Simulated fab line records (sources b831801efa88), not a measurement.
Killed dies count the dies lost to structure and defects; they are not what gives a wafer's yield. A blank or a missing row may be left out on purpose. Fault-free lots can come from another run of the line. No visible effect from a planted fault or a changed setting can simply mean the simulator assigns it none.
A lot that was struck, set against a sound lot -- flow sfqLine -- 43 out of 325 route steps
Sound: these wafers, L555.3, L555.4, L555.5. The struck wafers were L552.1, L552.3, L552.5. The cause is named last.
Per side, at each step with rows, come the tool, then ch with its chambers, and then its first start. Under that, the readings that differ: sound wafers -- struck wafers -- difference of the means -- sigmas: that difference in standard deviations of wafers without a fault.
alike: words and numbers the same on both sides, and readings whose means are apart by under 2 such deviations; not compared: readings that were withheld, readings missing a value for some wafer, numbers with overlapping values and no deviation given by the record, and bounds like >300 which may hide the same value.
A row with sigmas, a row that says differs or no value, or rows on one side alone: a step with any of these is where the two part. Numbers that don't overlap but have no deviation are shown without sigmas and don't part them. A reading missing from all wafers of one side parts the sides only when that side holds two or more wafers.

first, 7 steps without rows for these wafers: SFQ_TRILAYER_JJ_CE_STRIP_SOLV_CLEAN_121 (cleans in NMP, time 600 s); SFQ_TRILAYER_M5_LITHO_COAT_128 (resist thk 62 nm); SFQ_TRILAYER_M5_LITHO_COAT_123 (resist thk 600 nm); SFQ_TRILAYER_M5_LITHO_SOFTBAKE_127; SFQ_TRILAYER_M5_LITHO_EXPOSE_124 (exposes mask M5, target cd 700 nm); SFQ_TRILAYER_M5_LITHO_PEB_126 (peb time 60 s); SFQ_TRILAYER_M5_LITHO_DEVELOP_125 (time 60 s).
SFQ_M5_OVL_MEAS_932:
  struck on overlay-02, day 68 01:44; sound on overlay-01, day 68 12:33
  alike: M5_OVL
SFQ_TRILAYER_M5_BARC_OPEN_METAL_ETCH_161: etches BARC in O2, target depth 125 nm, time 41.7 s.
  sound on rieMetal-01 ch 0,1, day 68 12:36; struck on rieMetal-02 ch 0,1, day 68 01:47
  alike: chamberPressureMTorr, drypumpMotorCurrentA, oesProductAu
  not compared: rfHoursCounterH
SFQ_TRILAYER_M5_ETCH_METAL_ETCH_126: etches Nb in Cl2/BCl3, stops on SiO2, time 203.2 s, target depth 265 nm.
  sound on rieMetal-01 ch 0,1, day 68 12:42; struck on rieMetal-02 ch 0,1, day 68 01:50
  alike: chamberPressureMTorr, drypumpMotorCurrentA, oesProductAu
  not compared: rfHoursCounterH
SFQ_TRILAYER_M5_STRIP_STRIP_127: strips in O2.
  sound on rieMetal-01 ch 0,1, day 68 13:02; struck on rieMetal-02 ch 0,1, day 68 02:02
  alike: chamberPressureMTorr, drypumpMotorCurrentA, oesProductAu
  not compared: rfHoursCounterH
then, 1 step without rows for these wafers: SFQ_TRILAYER_M5_STRIP_SOLV_CLEAN_128 (cleans in NMP, time 600 s).
SFQ_TRILAYER_A5B_DEP_PECVD_129: deposits SiO2 from SiH4/N2O, time 133.33 s, target thk 600 nm.
  sound on pecvd-03 ch 0,1,2, day 68 13:36; struck on pecvd-01 ch 0,2, day 68 02:59
  no value came back on the struck wafers for chamberPressureTorr (Torr), heaterPowerOuterW (W), heaterPowerW (W), throttleValvePct (%); on the sound wafers chamberPressureTorr (Torr) reads 2.397 2.403 2.407
SFQ_TRILAYER_A5B_CMP_CMP_130: polishes, stops on Nb, target thk 340.7 nm.
  sound on cmp-01 ch 0,1, day 68 14:12; struck on cmp-02 ch 0,1,2, day 68 03:34
  alike: motorCurrentA
SFQ_TRILAYER_A5B_METRO_MEASURE_131:
  struck on filmMetro-02, day 68 06:04; sound on filmMetro-04, day 68 17:06
then, 3 steps without rows for these wafers: SFQ_TRILAYER_R5_DEP_SPUTTER_132 (material Ti, target thk 5 nm, time 5 s); SFQ_TRILAYER_R5_DEP_SPUTTER_133 (material MoNx, target thk 40 nm, time 66.7 s); SFQ_TRILAYER_R5_DEP_SPUTTER_134 (material Ti, target thk 5 nm, time 5 s).
SFQ_R5_RS_MEAS_933: measures by four-point-probe.
  struck on filmMetro-04, day 68 07:22; sound on filmMetro-02, day 68 18:02
reading,sound,struck,difference,sigmas
R5_MONX_RS (ohm/sq),7.15 7.07 7.17,6.88 6.96 7.02,-0.18,-2
SFQ_R5_THK_MEAS_934: measures by xrf.
  struck on filmMetro-04, day 68 07:29; sound on filmMetro-02, day 68 18:08
  alike: R5_MONX_THK
then, 6 steps without rows for these wafers: SFQ_TRILAYER_R5_LITHO_COAT_141 (resist thk 62 nm); SFQ_TRILAYER_R5_LITHO_COAT_136 (resist thk 600 nm); SFQ_TRILAYER_R5_LITHO_SOFTBAKE_140; SFQ_TRILAYER_R5_LITHO_EXPOSE_137 (exposes mask R5, target cd 500 nm); SFQ_TRILAYER_R5_LITHO_PEB_139 (peb time 60 s); SFQ_TRILAYER_R5_LITHO_DEVELOP_138 (time 60 s).
-- the record jumps here: 5 days lie between the struck wafers' starts before and after --
SFQ_R5_OVL_MEAS_935:
  struck on overlay-02, day 73 04:06; sound on overlay-02, day 73 13:43
  alike: R5_OVL
then, 1 step without rows for these wafers: SFQ_TRILAYER_R5_BARC_OPEN_METAL_ETCH_177 (etches BARC in O2, target depth 125 nm, time 41.7 s).
SFQ_TRILAYER_R5_ETCH_METAL_ETCH_139: etches the open film in Cl2, stops on SiO2, target depth 60 nm, time 40 s.
  sound on rieMetal-02 ch 0,1, day 73 13:49; struck on rieMetal-04 ch 0,1, day 73 04:12
  alike: chamberPressureMTorr, drypumpMotorCurrentA, oesProductAu
  not compared: rfHoursCounterH
then, 9 steps without rows for these wafers: SFQ_TRILAYER_R5_STRIP_STRIP_140 (strips in O2); SFQ_TRILAYER_R5_STRIP_SOLV_CLEAN_141 (cleans in NMP, time 600 s); SFQ_TRILAYER_A5C_DEP_PECVD_142 (deposits SiO2 from SiH4/N2O, time 15.556 s, target thk 70 nm); SFQ_TRILAYER_I5_LITHO_COAT_149 (resist thk 62 nm); SFQ_TRILAYER_I5_LITHO_COAT_144 (resist thk 650 nm); SFQ_TRILAYER_I5_LITHO_SOFTBAKE_148; SFQ_TRILAYER_I5_LITHO_EXPOSE_145 (exposes mask I5, target cd 700 nm); SFQ_TRILAYER_I5_LITHO_PEB_147 (peb time 60 s); SFQ_TRILAYER_I5_LITHO_DEVELOP_146 (time 60 s).
SFQ_I5_OVL_MEAS_936:
  struck on overlay-01, day 73 21:02; sound on overlay-02, day 74 03:03
  alike: I5_OVL
then, 3 steps without rows for these wafers: SFQ_TRILAYER_I5_BARC_OPEN_VIA_ETCH_200 (etches BARC in O2, target depth 125 nm, time 41.7 s); SFQ_TRILAYER_I5_ETCH_VIA_ETCH_147 (etches the open film in CHF3, stops on Nb, target depth 360 nm); SFQ_TRILAYER_I5_STRIP_STRIP_148 (strips in O2).
-- the record jumps here: 16 days lie between the struck wafers' starts before and after --
SFQ_M8_BOW_MEAS_951:
  struck on filmMetro-03, day 89 13:09; sound on filmMetro-03, day 89 23:12
reading,sound,struck,difference,sigmas
model.etest.i5.linkOhm,2.274 2.265 2.269,2.12 2.109 2.104,-0.16,
  alike: M8_BOW

## WHERE THEY PART
Last at SFQ_R5_RS_MEAS_933 as far as this record goes, first at SFQ_TRILAYER_A5B_DEP_PECVD_129. Later steps at which nothing parts them and some readings are alike: SFQ_R5_THK_MEAS_934, SFQ_R5_OVL_MEAS_935, SFQ_TRILAYER_R5_ETCH_METAL_ETCH_139, SFQ_I5_OVL_MEAS_936, SFQ_M8_BOW_MEAS_951.

WHY: what the simulator had put in
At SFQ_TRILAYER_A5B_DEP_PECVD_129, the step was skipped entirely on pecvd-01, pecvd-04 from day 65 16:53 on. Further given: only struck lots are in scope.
